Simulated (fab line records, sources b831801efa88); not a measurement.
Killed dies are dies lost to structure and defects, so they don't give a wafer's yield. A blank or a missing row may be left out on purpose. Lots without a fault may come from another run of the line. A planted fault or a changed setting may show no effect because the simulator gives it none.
Which tool did it? | flow sky130 | 12 lots, 34 wafers sampled, at 6 steps of a route of 708

WHAT THE GAUGES READ, wafer by wafer
SKY_LDD_HVP_OVL_MEAS_07.
lot  | measured     | on         | LDD_HVP_OVL (nm)
L408 | day 21 04:38 | overlay-02 | 0.2 1.1 -0.5
L409 | day 21 23:02 | overlay-02 | -1.5 -2.3 -1.2
L410 | day 22 10:25 | overlay-02 | -0.2 0.9 -0.2
L412 | day 23 02:43 | overlay-02 | 1.3 2.5 2.3
L414 | day 23 18:35 | overlay-01 | 1.7 1.0 0.6
L415 | day 24 04:52 | overlay-02 | 0.1 1.2 -2.0
L416 | day 24 11:44 | overlay-01 | -1.0 -0.2 0.3
L424 | day 27 10:21 | overlay-02 | 2.1
L425 | day 27 20:55 | overlay-01 | 1.5 1.8 2.0
L427 | day 28 06:37 | overlay-01 | 0.4 1.3 3.1
L429 | day 29 00:07 | overlay-02 | 0.1 0.0 -1.7
L431 | day 30 04:10 | overlay-02 | 1.1 0.5 0.7

SKY_LDD_LDN_TW_MEAS_13.
lot  | measured     | on            | LDD_LDN_TW
L408 | day 22 11:10 | film_metro-02 | 1449 1446 1453
L409 | day 23 06:28 | film_metro-02 | 1448 1455 1457
L410 | day 23 18:04 | film_metro-02 | 1457 1445 1448
L412 | day 24 09:28 | film_metro-04 | 1469 1479 1467
L414 | day 25 00:38 | film_metro-04 | 1468 1473 1471
L415 | day 25 10:50 | film_metro-03 | 1475 1470 1475
L416 | day 25 17:47 | film_metro-04 | 1466 1459 1466
L424 | day 28 15:29 | film_metro-02 | 1458
L425 | day 29 02:43 | film_metro-04 | 1463 1460 1461
L427 | day 29 11:35 | film_metro-04 | 1457 1468 1462
L429 | day 30 04:22 | film_metro-03 | 1474 1485 1484
L431 | day 31 08:29 | film_metro-02 | 1464 1453 1453

SKY_SD_N_RS_MEAS_16: measures by four-point-probe.
lot  | measured     | on            | SD_N_RS (ohm/sq)
L408 | day 27 11:13 | film_metro-04 | 68.48 68.60 68.37
L409 | day 28 05:53 | film_metro-01 | 68.40 68.59 68.31
L410 | day 28 18:01 | film_metro-03 | 68.51 68.53 68.54
L412 | day 29 08:47 | film_metro-01 | 68.40 68.55 68.38
L414 | day 29 22:38 | film_metro-03 | 68.53 68.40 68.59
L415 | day 30 08:06 | film_metro-03 | 68.45 68.61 68.61
L416 | day 30 14:44 | film_metro-03 | 68.58 68.62 68.63
L424 | day 33 09:13 | film_metro-01 | 67.64
L425 | day 33 18:32 | film_metro-01 | 68.46 68.47 68.41
L427 | day 34 04:53 | film_metro-04 | 68.45 68.50 68.48
L429 | day 34 20:46 | film_metro-04 | 68.55 68.45 68.44
L431 | day 36 00:10 | film_metro-04 | 68.46 68.52 68.49

SKY_SD_N_RS_MEAS_17: measures by four-point-probe.
lot  | measured     | on            | SD_P_RS (ohm/sq)
L408 | day 27 11:20 | film_metro-04 | 146.7 147.3 147.0
L409 | day 28 06:00 | film_metro-01 | 146.7 146.8 146.3
L410 | day 28 18:08 | film_metro-03 | 147.3 147.6 147.4
L412 | day 29 08:55 | film_metro-01 | 146.7 146.7 146.1
L414 | day 29 22:46 | film_metro-03 | 146.7 146.6 147.0
L415 | day 30 08:13 | film_metro-03 | 147.1 147.3 146.9
L416 | day 30 14:52 | film_metro-03 | 146.9 147.2 147.2
L424 | day 33 09:20 | film_metro-01 | 142.7
L425 | day 33 18:39 | film_metro-01 | 146.6 146.9 146.5
L427 | day 34 05:00 | film_metro-04 | 147.0 147.1 147.0
L429 | day 34 20:53 | film_metro-04 | 147.3 147.1 146.9
L431 | day 36 00:17 | film_metro-04 | 146.8 146.8 147.0

WHICH TOOL RAN EACH LOT (tool, then ch and the chambers of the sampled wafers, then the start)
lot  | SKY_LDD_HVP_STRIP_09                 | SKY_SD_N_RTA_14
L408 | plasma_asher-02 ch 0,1, day 21 04:49 | rtp_anneal-02 ch 0, day 27 11:03
L409 | plasma_asher-03 ch 0,1, day 21 23:13 | rtp_anneal-01 ch 0, day 28 05:43
L410 | plasma_asher-02 ch 0,1, day 22 10:35 | rtp_anneal-02 ch 0, day 28 17:50
L412 | plasma_asher-03 ch 0,1, day 23 02:53 | rtp_anneal-02 ch 0, day 29 08:37
L414 | plasma_asher-02 ch 0,1, day 23 18:46 | rtp_anneal-02 ch 0, day 29 22:27
L415 | plasma_asher-03 ch 0,1, day 24 05:02 | rtp_anneal-01 ch 0, day 30 07:55
L416 | plasma_asher-03 ch 1, day 24 11:55   | rtp_anneal-02 ch 0, day 30 14:34
L424 | plasma_asher-01 ch 1, day 27 10:34   | rtp_anneal-02 ch 0, day 33 08:59
L425 | plasma_asher-01 ch 0,1, day 27 21:05 | rtp_anneal-01 ch 0, day 33 18:21
L427 | plasma_asher-02 ch 0,1, day 28 06:47 | rtp_anneal-01 ch 0, day 34 04:41
L429 | plasma_asher-01 ch 0,1, day 29 00:17 | rtp_anneal-01 ch 0, day 34 20:36
L431 | plasma_asher-01 ch 0,1, day 30 04:23 | rtp_anneal-01 ch 0, day 35 23:56
- SKY_LDD_HVP_STRIP_09: strips in O2/N2.
- SKY_SD_N_RTA_14: time 2 s.

WHAT THE TOOLS THEMSELVES READ (means of the sampled wafers that have a number; where no wafer has one, the mark that the record gives instead)
SKY_LDD_HVP_STRIP_09.
lot  | tool            | drypump_motor_current_A (A) | oes_product_au (a.u.) | strip_time_to_endpoint_s (s)
L408 | plasma_asher-02 | 5.32                        | 0.412                 | 4.134
L409 | plasma_asher-03 | 5.49                        | 0.411                 | 4.136
L410 | plasma_asher-02 | 5.33                        | 0.406                 | 4.141
L412 | plasma_asher-03 | 5.42                        | 0.409                 | 4.115
L414 | plasma_asher-02 | 5.33                        | 0.409                 | 4.139
L415 | plasma_asher-03 | 5.43                        | 0.412                 | 4.148
L416 | plasma_asher-03 | 5.57                        | 0.408                 | 4.136
L424 | plasma_asher-01 | 5.85                        | 0.403                 | 4.118
L425 | plasma_asher-01 | 5.92                        | 0.406                 | 4.137
L427 | plasma_asher-02 | 5.30                        | 0.406                 | 4.123
L429 | plasma_asher-01 | 5.99                        | 0.408                 | 4.119
L431 | plasma_asher-01 | 5.94                        | 0.408                 | 4.120

SKY_SD_N_RTA_14.
lot  | tool          | lamp_power_pct (%) | wafer_temp_C_max
L408 | rtp_anneal-02 | 15.74              | 1078.9
L409 | rtp_anneal-01 | 15.76              | 1079.6
L410 | rtp_anneal-02 | 15.77              | 1078.1
L412 | rtp_anneal-02 | 15.73              | 1077.0
L414 | rtp_anneal-02 | 15.71              | 1079.1
L415 | rtp_anneal-01 | 15.72              | 1078.3
L416 | rtp_anneal-02 | 15.77              | 1077.6
L424 | rtp_anneal-02 | 15.74              | 1084.3
L425 | rtp_anneal-01 | 15.73              | 1077.5
L427 | rtp_anneal-01 | 15.72              | 1077.9
L429 | rtp_anneal-01 | 15.76              | 1078.1
L431 | rtp_anneal-01 | 15.80              | 1078.1

THE ANSWER, worked out from the rows above alone
Rule: what is usual is taken from the lots themselves. Put in order of their means at a reading, lots are off if they are a third of the lots or fewer, leave a main group of 4 or more, and stand apart from it by a gap of 3 or more times the standard deviation of the main group's means; of several such gaps the widest counts. A main group whose means are all the same, to the digits that the tables above print for the reading, isn't used. A lot without any number at a reading at which 4 lots or more have one is off too. The other lots that the step has rows for count as sound. The gauges are gone through in route order, then the tools' own readings, and for those a lot's mean is taken as printed above. The first step at which some lot is off is used, and at that step the reading that is off furthest; a lot without a number counts as furthest.
Off: L424, at SKY_SD_N_RS_MEAS_16 (SD_N_RS). The main group: mean 68.50 ohm/sq, standard deviation 0.05.
A tool fits if, at a process step before that reading, it ran every lot that is off, and no sound lot after the first of them. The gauges at SKY_SD_N_RS_MEAS_16 aren't tried: what is off there is off at SKY_LDD_HVP_STRIP_09 too, on other tools, and a gauge's error can't cause that. One fits: rtp_anneal-02 at SKY_SD_N_RTA_14. Its last sound lot is L416 (day 30 14:34), its first lot that is off L424 (day 33 08:59): a fault that began between those two fits.
The tool's own readings at SKY_SD_N_RTA_14 bear it out: on the lots that are off they differ by more than 5 times the standard deviation of the sound lots' means. wafer_temp_C_max reads 1084.3 there against 1078.2 on the sound lots.

WHAT THE SIMULATOR HAD PUT IN
Process parameter drift: rtp_anneal-02, from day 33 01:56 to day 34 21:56, at SKY_SD_N_RTA_14. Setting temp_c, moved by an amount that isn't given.
Lots struck among those shown: L424. The rule above found the same.
